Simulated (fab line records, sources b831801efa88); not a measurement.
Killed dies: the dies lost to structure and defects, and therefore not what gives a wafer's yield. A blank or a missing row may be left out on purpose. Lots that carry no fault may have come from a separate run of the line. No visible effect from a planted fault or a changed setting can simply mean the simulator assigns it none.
Commonality check across tools / flow sky130 / 11 lots, 39 wafers sampled

## REASON IT WAS OPENED
SKY_CAP2M_RS_MEAS_03, reading CAP2M_TIN_RS: flagged on 2 of 11 lots. Wafers without a fault read 6.89 ohm/sq, standard deviation 0.064.
Rule: flag the lot when none of its wafers has a number, or when each of its wafers that has one lies beyond 4 standard deviations from that mean. The other lots count as sound.

lot=L498; measured=day 40 18:15; on=film_metro-01; CAP2M_TIN_RS (ohm/sq), wafer by wafer=6.96 6.97 6.91; flag=
lot=L500; measured=day 40 23:47; on=film_metro-03; CAP2M_TIN_RS (ohm/sq), wafer by wafer=6.80 6.79 6.81; flag=
lot=L501; measured=day 41 00:19; on=film_metro-02; CAP2M_TIN_RS (ohm/sq), wafer by wafer=6.87 6.92 6.83; flag=
lot=L503; measured=day 41 02:57; on=film_metro-03; CAP2M_TIN_RS (ohm/sq), wafer by wafer=6.93 6.96 7.05; flag=
lot=L504; measured=day 41 19:30; on=film_metro-02; CAP2M_TIN_RS (ohm/sq), wafer by wafer=6.94 6.93 6.93; flag=
lot=L505; measured=day 41 22:40; on=film_metro-03; CAP2M_TIN_RS (ohm/sq), wafer by wafer=6.94 6.97 6.94; flag=
lot=L508; measured=day 42 14:40; on=film_metro-03; CAP2M_TIN_RS (ohm/sq), wafer by wafer=6.86 6.92 6.87; flag=
lot=L510; measured=day 43 05:35; on=film_metro-02; CAP2M_TIN_RS (ohm/sq), wafer by wafer=6.39 6.34 6.37 6.38 6.35 6.37; flag=FLAGGED
lot=L511; measured=day 43 07:05; on=film_metro-02; CAP2M_TIN_RS (ohm/sq), wafer by wafer=6.36 6.42 6.38 6.36 6.43 6.37; flag=FLAGGED
lot=L516; measured=day 45 07:53; on=film_metro-02; CAP2M_TIN_RS (ohm/sq), wafer by wafer=6.82 6.91 6.79; flag=
lot=L518; measured=day 45 09:33; on=film_metro-03; CAP2M_TIN_RS (ohm/sq), wafer by wafer=6.85 6.88 6.92; flag=
The numbers of the flagged lots are 6.38 ohm/sq on average: -0.51 ohm/sq against the usual, or -8 standard deviations.

## TOOL THAT RAN EACH LOT
Before the reading, the record contains 2 process steps out of a 708-step route. Every cell lists first the tool, next ch and the chambers used by the sampled wafers, and last the start.
lot=L498; flag=; SKY_CAP2M_CVD_00=pecvd-04 ch 0,1, day 40 18:02; SKY_CAP2M_SPUTTER_02=pvd_sputter-02, day 40 18:07
lot=L500; flag=; SKY_CAP2M_CVD_00=pecvd-03 ch 0,1, day 40 23:34; SKY_CAP2M_SPUTTER_02=pvd_sputter-02, day 40 23:39
lot=L501; flag=; SKY_CAP2M_CVD_00=pecvd-04 ch 0,2, day 41 00:07; SKY_CAP2M_SPUTTER_02=pvd_sputter-04, day 41 00:12
lot=L503; flag=; SKY_CAP2M_CVD_00=pecvd-04 ch 0,2, day 41 02:46; SKY_CAP2M_SPUTTER_02=pvd_sputter-03, day 41 02:50
lot=L504; flag=; SKY_CAP2M_CVD_00=pecvd-04 ch 0,1,2, day 41 19:19; SKY_CAP2M_SPUTTER_02=pvd_sputter-03, day 41 19:23
lot=L505; flag=; SKY_CAP2M_CVD_00=pecvd-01 ch 0,1, day 41 22:26; SKY_CAP2M_SPUTTER_02=pvd_sputter-04, day 41 22:32
lot=L508; flag=; SKY_CAP2M_CVD_00=pecvd-01 ch 0,1, day 42 14:26; SKY_CAP2M_SPUTTER_02=pvd_sputter-02, day 42 14:32
lot=L510; flag=FLAGGED; SKY_CAP2M_CVD_00=pecvd-04 ch 0,1, day 43 05:23; SKY_CAP2M_SPUTTER_02=pvd_sputter-02, day 43 05:28
lot=L511; flag=FLAGGED; SKY_CAP2M_CVD_00=pecvd-01 ch 0,1,2, day 43 06:54; SKY_CAP2M_SPUTTER_02=pvd_sputter-02, day 43 06:59
lot=L516; flag=; SKY_CAP2M_CVD_00=pecvd-03 ch 0,1,2, day 45 07:41; SKY_CAP2M_SPUTTER_02=pvd_sputter-04, day 45 07:46
lot=L518; flag=; SKY_CAP2M_CVD_00=pecvd-04 ch 0,1, day 45 09:22; SKY_CAP2M_SPUTTER_02=pvd_sputter-03, day 45 09:26
What the steps here do:
- SKY_CAP2M_CVD_00: deposits SiO2, target thk 15.5 nm.
- SKY_CAP2M_SPUTTER_02: material TiN, target thk 200 nm, time 166.7 s.
- SKY_CAP2M_RS_MEAS_03: measures by four-point-probe.

## FLAGGED AGAINST TOTAL, ONE TOOL AT A TIME (gauges that did the reading follow at the end)
step=SKY_CAP2M_CVD_00; tool=pecvd-01; lots run=3; flagged=1; share of the flagged lots=some; sound lots run after its first flagged lot=0
step=SKY_CAP2M_CVD_00; tool=pecvd-03; lots run=2; flagged=0; share of the flagged lots=none; sound lots run after its first flagged lot=-
step=SKY_CAP2M_CVD_00; tool=pecvd-04; lots run=6; flagged=1; share of the flagged lots=some; sound lots run after its first flagged lot=1 (L518)
step=SKY_CAP2M_SPUTTER_02; tool=pvd_sputter-02; lots run=5; flagged=2; share of the flagged lots=all; sound lots run after its first flagged lot=0
step=SKY_CAP2M_SPUTTER_02; tool=pvd_sputter-03; lots run=3; flagged=0; share of the flagged lots=none; sound lots run after its first flagged lot=-
step=SKY_CAP2M_SPUTTER_02; tool=pvd_sputter-04; lots run=3; flagged=0; share of the flagged lots=none; sound lots run after its first flagged lot=-
step=SKY_CAP2M_RS_MEAS_03; tool=film_metro-01; lots run=1; flagged=0; share of the flagged lots=none; sound lots run after its first flagged lot=-
step=SKY_CAP2M_RS_MEAS_03; tool=film_metro-02; lots run=5; flagged=2; share of the flagged lots=all; sound lots run after its first flagged lot=1 (L516)
step=SKY_CAP2M_RS_MEAS_03; tool=film_metro-03; lots run=5; flagged=0; share of the flagged lots=none; sound lots run after its first flagged lot=-

## WHAT THE TABLE PERMITS
Rows of the table that ran all the flagged lots, 2 in number: pvd_sputter-02 at SKY_CAP2M_SPUTTER_02; film_metro-02 at SKY_CAP2M_RS_MEAS_03.
- pvd_sputter-02 at SKY_CAP2M_SPUTTER_02: 2 of its 5 lots flagged. A fault beginning between L508 (day 42 14:32), its last sound lot, and L510 (day 43 05:28), its first flagged one, fits the data.
- film_metro-02 at SKY_CAP2M_RS_MEAS_03: 2 of its 5 lots flagged. Lots that were sound ran on it after the first flagged one (L516); a persistent fault on the entire tool would not allow that.
Left over: one tool, pvd_sputter-02 at SKY_CAP2M_SPUTTER_02.

## WHAT HAD BEEN PUT IN BY THE SIMULATOR
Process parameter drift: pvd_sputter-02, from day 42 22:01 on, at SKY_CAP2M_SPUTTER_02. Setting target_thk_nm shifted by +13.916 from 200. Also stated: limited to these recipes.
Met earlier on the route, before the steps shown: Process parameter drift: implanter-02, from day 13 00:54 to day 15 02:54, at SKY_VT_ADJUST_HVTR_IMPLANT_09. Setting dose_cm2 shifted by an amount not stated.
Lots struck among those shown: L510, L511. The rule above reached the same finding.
